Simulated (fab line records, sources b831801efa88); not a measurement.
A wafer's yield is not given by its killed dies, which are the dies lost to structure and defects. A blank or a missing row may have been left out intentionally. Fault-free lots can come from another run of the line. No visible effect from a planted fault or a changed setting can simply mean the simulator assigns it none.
Lot-split experiment | flow sfqLine | 27 wafers read from 5 lots, route of 325 steps

THE SPLIT
At SFQ_TRILAYER_M7_DEP_SPUTTER_175 (material Nb, target thk 200 nm, time 133.3 s), the setting timeS was moved away from the recipe's 133.3 s on 12 of the 27 wafers read, by -56.1% to +59.9%. For the rest of the wafers, this setting stayed at what the recipe calls for.

The reading comes from the split's own step.

THE READING
Nb_of_TRILAYER_M7_DEP_SPUTTER_175.thkNm (the simulator's own value, which no gauge read), in nm, at SFQ_TRILAYER_M7_DEP_SPUTTER_175 (material Nb, target thk 200 nm, time 133.3 s). There is no usual value for it anywhere in the file. Across the 15 wafers here that went through the recipe, the average is 198.29 nm and the standard deviation 1.7 nm.

wafer  | tool, chamber at the split | timeS as run, s | against the recipe | Nb_of_TRILAYER_M7_DEP_SPUTTER_175.thkNm, nm | against lot-mates on the recipe
L076.1 | pvdSputter-06, -           | 190.4           | +42.8%             | 285.4                                       | +85.80
L076.2 | pvdSputter-06, -           | 133.3           | recipe             | 200                                         | -
L076.3 | pvdSputter-06, -           | 190.4           | +42.8%             | 284.3                                       | +84.70
L076.4 | pvdSputter-06, -           | 133.3           | recipe             | 199.9                                       | -
L076.5 | pvdSputter-06, -           | 190.4           | +42.8%             | 285.8                                       | +86.20
L076.6 | pvdSputter-06, -           | 133.3           | recipe             | 198.9                                       | -
L077.1 | pvdSputter-04, -           | 133.3           | recipe             | 197.9                                       | -
L077.2 | pvdSputter-04, -           | 58.46           | -56.1%             | 83.91                                       | -113.96
L077.3 | pvdSputter-04, -           | 58.46           | -56.1%             | 85.71                                       | -112.16
L077.4 | pvdSputter-04, -           | 133.3           | recipe             | 198.2                                       | -
L077.5 | pvdSputter-04, -           | 58.46           | -56.1%             | 82.78                                       | -115.09
L077.6 | pvdSputter-04, -           | 133.3           | recipe             | 197.5                                       | -
L079.1 | pvdSputter-04, -           | 213.1           | +59.9%             | 321.1                                       | +121.53
L079.2 | pvdSputter-04, -           | 133.3           | recipe             | 198.6                                       | -
L079.3 | pvdSputter-04, -           | 213.1           | +59.9%             | 319.4                                       | +119.83
L079.4 | pvdSputter-04, -           | 133.3           | recipe             | 199.9                                       | -
L079.5 | pvdSputter-04, -           | 213.1           | +59.9%             | 317.2                                       | +117.63
L079.6 | pvdSputter-04, -           | 133.3           | recipe             | 200.2                                       | -
L081.1 | pvdSputter-05, -           | 182.1           | +36.6%             | 272.1                                       | +73.60
L081.2 | pvdSputter-05, -           | 133.3           | recipe             | 198                                         | -
L081.3 | pvdSputter-05, -           | 182.1           | +36.6%             | 272                                         | +73.50
L081.4 | pvdSputter-05, -           | 133.3           | recipe             | 199.8                                       | -
L081.5 | pvdSputter-05, -           | 182.1           | +36.6%             | 272.5                                       | +74.00
L081.6 | pvdSputter-05, -           | 133.3           | recipe             | 197.7                                       | -
L084.1 | pvdSputter-06, -           | 133.3           | recipe             | 198.3                                       | -
L084.4 | pvdSputter-06, -           | 133.3           | recipe             | 193.8                                       | -
L084.5 | pvdSputter-06, -           | 133.3           | recipe             | 195.6                                       | -

FIT RESULTS
A straight line over all 27 wafers: Nb_of_TRILAYER_M7_DEP_SPUTTER_175.thkNm changes by +2.03 nm for each +1% of timeS; r = +1.00; the points scatter about the line by 1.5 nm.
The same after taking each lot's own level away (the mean of its wafers on the recipe; 27 wafers): +2.01 nm for each +1%; r = +1.00; scatter 1.1 nm.
That fit puts the effect of the largest move of timeS on the reading at 1.2e+02 nm.
Across the lots, their own levels run from 195.900 to 199.600 nm, a range of 2.2 times the standard deviation given above.
Consequently the slope shifts little with the lot-to-lot level, the two slopes agreeing.
Check: with one of the wafers moved furthest among these (+59.9%) left out of the fit, the line predicts +120 nm for it against its lot-mates. Against them it came out at +122 nm.

ADDITIONAL SPLITS CARRIED BY THESE WAFERS
Other splits were also applied to these wafers ahead of the reading. Each is held against what the fit with the lots' levels taken away leaves over:
other split on the same wafers        | wafers away from the commonest value | r with Nb_of_TRILAYER_M7_DEP_SPUTTER_175.thkNm (lot level and that fit taken away)
SFQ_TRILAYER_M6_DEP_SPUTTER_157 timeS | 9                                    | +0.09

THE WHOLE CHAIN: every reading that the file lists as answering this split, in the file's order
step                            | what it does                                 | reading                                                                                  | change (the file's fit)                                                              | r (the file's)
SFQ_TRILAYER_M7_DEP_SPUTTER_175 | material Nb, target thk 200 nm, time 133.3 s | Nb_of_TRILAYER_M7_DEP_SPUTTER_175.thkNm (the simulator's own value, which no gauge read) | +2.01 nm for each +1% of the setting                                                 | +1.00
SFQ_M7_RS_MEAS_943              | measures by four-point-probe                 | M7_NB_RS                                                                                 | not straight: 2.143 at the lowest setting, 0.897 at the recipe, 0.553 at the highest | not given

FILE'S OWN FIT
Nb_of_TRILAYER_M7_DEP_SPUTTER_175.thkNm changes by +2.01 nm for each +1% of timeS, r = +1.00.
